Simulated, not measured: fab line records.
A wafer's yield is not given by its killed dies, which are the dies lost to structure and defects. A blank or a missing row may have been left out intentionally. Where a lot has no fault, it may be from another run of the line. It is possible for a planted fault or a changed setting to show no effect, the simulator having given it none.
The tool behind it: which one? -- flow gf180mcu -- Sampling: 6 lots, 18 wafers, 4 of 602 route steps

## WHAT THE GAUGES SHOWED, per wafer
GF_M2_RS_MEAS_05: a four-point-probe measurement.
lot,measured,on,M2_ALCU_RS (ohm/sq)
L973,day 18 14:22,film-metro-02,0.0693 0.0692 0.0683
L975,day 19 07:43,film-metro-04,0.0704 0.0703 0.0701
L977,day 20 02:44,film-metro-04,0.0682 0.0691 0.0692
L987,day 23 16:03,film-metro-02,0.0693 0.0684 0.0685
L991,day 24 23:46,film-metro-02,0.0703 0.0703 0.0697
L993,day 25 11:56,film-metro-02,0.0695 0.0697 0.0700

## EACH LOT AND THE TOOL THAT RAN IT (in order: tool; ch and the chambers of the sampled wafers; start)
lot,GF_M1_STRIP_17,GF_V1_STRIP_18,GF_M2_SPUTTER_04
L973,"plasma-asher-02 ch 0,1, day 17 12:38","plasma-asher-02 ch 0,1, day 18 12:41","pvd-sputter-01, day 18 14:19"
L975,"plasma-asher-02 ch 0,1, day 18 05:01","plasma-asher-02 ch 0,1, day 19 06:14","pvd-sputter-04, day 19 07:40"
L977,"plasma-asher-02 ch 0, day 18 23:35","plasma-asher-01 ch 0,1, day 20 01:17","pvd-sputter-03, day 20 02:42"
L987,"plasma-asher-03 ch 0,1, day 22 13:43","plasma-asher-04 ch 0,1, day 23 14:35","pvd-sputter-01, day 23 16:01"
L991,"plasma-asher-02 ch 0,1, day 23 22:50","plasma-asher-01 ch 0, day 24 22:16","pvd-sputter-01, day 24 23:44"
L993,"plasma-asher-03 ch 0,1, day 24 11:16","plasma-asher-02 ch 0,1, day 25 10:28","pvd-sputter-03, day 25 11:51"
- GF_M1_STRIP_17: strips in O2/N2.
- GF_V1_STRIP_18: strips in O2/N2.
- GF_M2_SPUTTER_04: material TiN, target thk 50 nm, time 41.7 s.

## THE ANSWER, worked out from the rows above alone
Rule: the lots themselves supply what counts as usual. Put in order of their means at a reading, lots are off if they are a third of the lots or fewer, leave a main group of 4 or more, and stand apart from it by a gap of 3 or more times the standard deviation of the main group's means; of several such gaps the widest counts. A main group is skipped when, at the precision printed for the reading in the tables above, its means are all equal. A lot without any number at a reading at which 4 lots or more have one is off too. Where the step has rows for the other lots, those lots are counted as sound.
No lot is off at any reading shown: from this, nothing can be told.

## WHAT WAS PUT IN BY THE SIMULATOR
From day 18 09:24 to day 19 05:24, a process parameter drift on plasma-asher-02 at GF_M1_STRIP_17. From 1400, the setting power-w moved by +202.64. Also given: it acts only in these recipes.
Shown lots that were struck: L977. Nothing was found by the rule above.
